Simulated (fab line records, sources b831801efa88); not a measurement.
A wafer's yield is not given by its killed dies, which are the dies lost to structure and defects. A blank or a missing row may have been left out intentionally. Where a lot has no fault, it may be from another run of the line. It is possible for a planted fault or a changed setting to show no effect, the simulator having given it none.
Chamber matching ; flow sky130 ; SKY_CAPM_CVD_00 on pecvd-04 has 3 sister chambers
The step deposits SiO2, target thk 15.5 nm. 14 wafers are shown with their chamber, then 7 later ones without.

## WAFERS WITH THEIR CHAMBER
wafer;chamber;heater_power_w (W)
L564.1;0;583
L564.2;1;631
L564.4;1;630
L566.1;1;626
L566.3;0;553
L566.4;1;631
L569.1;0;590
L569.3;2;860
L569.5;2;845
L572.1;1;629
L572.4;2;710
L572.5;0;628
L576.2;1;510
L576.4;1;513

SIGNATURES, as means of the wafers listed above
reading;chamber 0;chamber 1;chamber 2;scatter within a chamber
heater_power_w;588.50;595.71;805.00;57.5
Rule: for a wafer and a chamber, the distance is found by dividing, reading by reading, the gap between the wafer's reading and the chamber's mean by the reading's scatter, squaring, summing and taking the root. If the next closest chamber is less than 2 further off than the closest, the wafer can't be placed; otherwise it belongs to the closest. The scatter is the square root of a quotient: the sum, over the shown wafers, of each reading's squared deviation from its chamber's mean, divided by wafers minus chambers.

## WAFERS WITH NO CHAMBER GIVEN
wafer;heater_power_w (W)
L576.5;881
L579.2;832
L579.5;846
L579.6;619
L586.1;598
L586.3;740
L586.4;718

## CHAMBER TAKEN BY EACH
wafer;from the rows above;in truth
L576.5;2;2
L579.2;2;2
L579.5;2;2
L579.6;can't be placed: 1 or 0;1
L586.1;can't be placed: 1 or 0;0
L586.3;can't be placed: 2 or 1 or 0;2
L586.4;can't be placed: 2 or 1 or 0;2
Correctly placed: 3 of 7. From these rows, 4 cannot be placed; in 4 the true chamber is one of the candidates. Wrongly placed: 0.
